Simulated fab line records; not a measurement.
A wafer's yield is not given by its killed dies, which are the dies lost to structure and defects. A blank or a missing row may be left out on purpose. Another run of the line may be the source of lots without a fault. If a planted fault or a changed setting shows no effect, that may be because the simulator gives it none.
Which tool is to blame? / flow gf180mcu / 7 lots with 20 wafers sampled at 4 steps, on a route of 602 steps

## WHAT THE GAUGES READ, wafer by wafer
GF_V5_CD_MEAS_14: the cd target is 260 nm.
lot=L379; measured=day 27 10:14; on=cd_sem-02; cd_nm (nm)=261.9 259.6 259.6
lot=L382; measured=day 28 22:37; on=cd_sem-01; cd_nm (nm)=259.9 261.2
lot=L385; measured=day 29 20:23; on=cd_sem-02; cd_nm (nm)=259.6
lot=L392; measured=day 31 14:07; on=cd_sem-02; cd_nm (nm)=259.6 259.8 260.9
lot=L395; measured=day 32 23:07; on=cd_sem-01; cd_nm (nm)=260.0 260.2 259.9
lot=L398; measured=day 33 02:31; on=cd_sem-01; cd_nm (nm)=259.5 259.5 260.0
lot=L400; measured=day 33 10:03; on=cd_sem-01; cd_nm (nm)=260.3 260.2 260.9

## WHICH TOOL RAN EACH LOT (tool, then ch and the chambers of the sampled wafers, then the start)
lot=L379; GF_V3_SPUTTER_22=pvd_sputter-01, day 22 18:56; GF_M5_METAL_ETCH_10=rie_metal-03 ch 0,1, day 26 12:32; GF_M5_STRIP_11=plasma_asher-04 ch 0,1, day 26 12:39
lot=L382; GF_V3_SPUTTER_22=pvd_sputter-02, day 24 09:05; GF_M5_METAL_ETCH_10=rie_metal-03 ch 0,1, day 28 01:29; GF_M5_STRIP_11=plasma_asher-04 ch 0,1, day 28 01:36
lot=L385; GF_V3_SPUTTER_22=pvd_sputter-01, day 25 10:31; GF_M5_METAL_ETCH_10=rie_metal-03 ch 1, day 29 00:02; GF_M5_STRIP_11=plasma_asher-04 ch 0, day 29 00:09
lot=L392; GF_V3_SPUTTER_22=pvd_sputter-02, day 27 08:15; GF_M5_METAL_ETCH_10=rie_metal-04 ch 0,1, day 30 19:11; GF_M5_STRIP_11=plasma_asher-01 ch 0,1, day 30 19:19
lot=L395; GF_V3_SPUTTER_22=pvd_sputter-02, day 28 23:17; GF_M5_METAL_ETCH_10=rie_metal-03 ch 0,1, day 32 04:58; GF_M5_STRIP_11=plasma_asher-03 ch 0,1, day 32 05:06
lot=L398; GF_V3_SPUTTER_22=pvd_sputter-04, day 29 03:59; GF_M5_METAL_ETCH_10=rie_metal-04 ch 0,1, day 32 09:11; GF_M5_STRIP_11=plasma_asher-04 ch 1, day 32 09:19
lot=L400; GF_V3_SPUTTER_22=pvd_sputter-04, day 29 06:41; GF_M5_METAL_ETCH_10=rie_metal-04 ch 0,1, day 32 12:44; GF_M5_STRIP_11=plasma_asher-04 ch 0,1, day 32 12:52
- GF_V3_SPUTTER_22: material TiN, target thk 10 nm, time 40 s.
- GF_M5_METAL_ETCH_10: etches the open film in Cl2/BCl3, stops on SiO2, target depth 750.8 nm, time 125.1 s.
- GF_M5_STRIP_11: strips in O2/N2.

## THE ANSWER, worked out from the rows above alone
Rule: what is usual is taken from the lots themselves. The widest of any qualifying gaps counts: lots, ordered by their means at a reading, are off when they make up no more than a third of the lots, leave a main group of 4 or more, and stand apart from it by 3 or more times the standard deviation of that group's means. A main group whose means are all the same, to the digits that the tables above print for the reading, isn't used. Also off: a lot with no number at a reading for which 4 or more lots have one. Any other lot the step has rows for is counted as sound.
No lot is off at any reading shown: from this, nothing can be told.

## WHAT THE SIMULATOR HAD INSERTED
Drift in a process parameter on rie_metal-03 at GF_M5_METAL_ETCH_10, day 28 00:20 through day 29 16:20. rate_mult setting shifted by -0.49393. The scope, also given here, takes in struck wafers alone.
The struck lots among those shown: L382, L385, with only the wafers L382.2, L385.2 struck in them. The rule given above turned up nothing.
